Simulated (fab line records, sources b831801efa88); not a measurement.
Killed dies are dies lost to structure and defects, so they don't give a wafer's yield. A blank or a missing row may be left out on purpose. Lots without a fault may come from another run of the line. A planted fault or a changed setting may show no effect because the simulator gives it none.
A struck lot beside a sound one | flow gf180mcu | 14 steps out of a route of 602
Sound: wafers L887.1, L887.3, L887.6. Struck: wafers L880.1, L880.2, L880.5. The cause comes at the end.
At each step with rows: each side's tool, then ch and its chambers, then its first start. Under that, the readings that differ: sound wafers | struck wafers | difference of the means | sigmas: that difference in standard deviations of wafers without a fault.
alike: readings whose means differ by less than 2 such deviations, and words and numbers that are the same on both sides. not compared: withheld readings, readings that some wafer has no value for, bounds like >300 that may hide the same value, and numbers for which the record gives no deviation and whose values overlap.
The two part at a step that has a row with sigmas, a row that says differs or no value, or rows on one side only. Numbers that don't overlap but have no deviation are shown without sigmas and don't part them. A reading that every wafer of one side lacks parts them only if that side has two wafers or more.

GF_SALICIDE_RTA_08: time 30 s.
  sound on rtp_anneal-01 ch 0, day 21 10:49; struck on rtp_anneal-01 ch 0, day 18 20:37
  alike: anneal_temp_c_max, chamber_o2_ppm, lamp_power_pct, wafer_temp_C_max
then, 1 step without rows for these wafers: GF_CONTACT_CVD_00 (deposits SiO2, target thk 300 nm, time 50 s).
GF_CONTACT_THK_MEAS_01:
  sound on film_metro-01, day 21 10:57; struck on film_metro-03, day 18 20:46
  alike: CONTACT_CVD_00_THK
GF_CONTACT_CVD_02: deposits SiO2 from TEOS, target thk 860 nm, time 95.992 s.
  sound on pecvd-03 ch 0,1, day 21 11:01; struck on pecvd-03 ch 1,2, day 18 20:50
  alike: heater_power_outer_w, heater_power_w, susceptor_temp_C
GF_CONTACT_THK_MEAS_03:
  sound on film_metro-03, day 21 11:05; struck on film_metro-04, day 18 20:54
  alike: CONTACT_CVD_02_THK
GF_CONTACT_CMP_04: polishes SiO2.
  sound on cmp-02 ch 2,3, day 21 11:11; struck on cmp-02 ch 0,1,3, day 18 20:58
  reading             | sound          | struck         | difference | sigmas
  motor_current_A (A) | 11.3 11.6 11.6 | 13.3 12.3 13.6 | +1.6       | +2
  alike: time_to_endpoint_s
GF_CONTACT_BOW_MEAS_05:
  sound on film_metro-01, day 21 11:26; struck on film_metro-03, day 18 21:16
  alike: CONTACT_BOW
then, 5 steps without rows for these wafers: GF_CONTACT_DEHYDRATE_06 (time 60 s); GF_CONTACT_HMDS_07 (prime time 60 s); GF_CONTACT_COAT_08; GF_CONTACT_COAT_09 (resist thk 1000 nm); GF_CONTACT_SOFTBAKE_10 (time 60 s).
GF_CONTACT_EXPOSE_11: exposes mask Contact, target cd 220 nm.
  sound on krf_scanner-01 ch 0, day 21 23:35; struck on krf_scanner-01, day 19 09:44
  no value came back on the struck wafers for exposure_dose_mJ_cm2, focus_offset_nm (nm); on the sound wafers exposure_dose_mJ_cm2 reads 38.00 38.00 37.98
  alike: mask
then, 1 step without rows for these wafers: GF_CONTACT_PEB_12 (peb time 90 s).

WHERE THEY PART
First at GF_CONTACT_CMP_04; last, within this record, at GF_CONTACT_EXPOSE_11.

WHY: what the simulator had put in
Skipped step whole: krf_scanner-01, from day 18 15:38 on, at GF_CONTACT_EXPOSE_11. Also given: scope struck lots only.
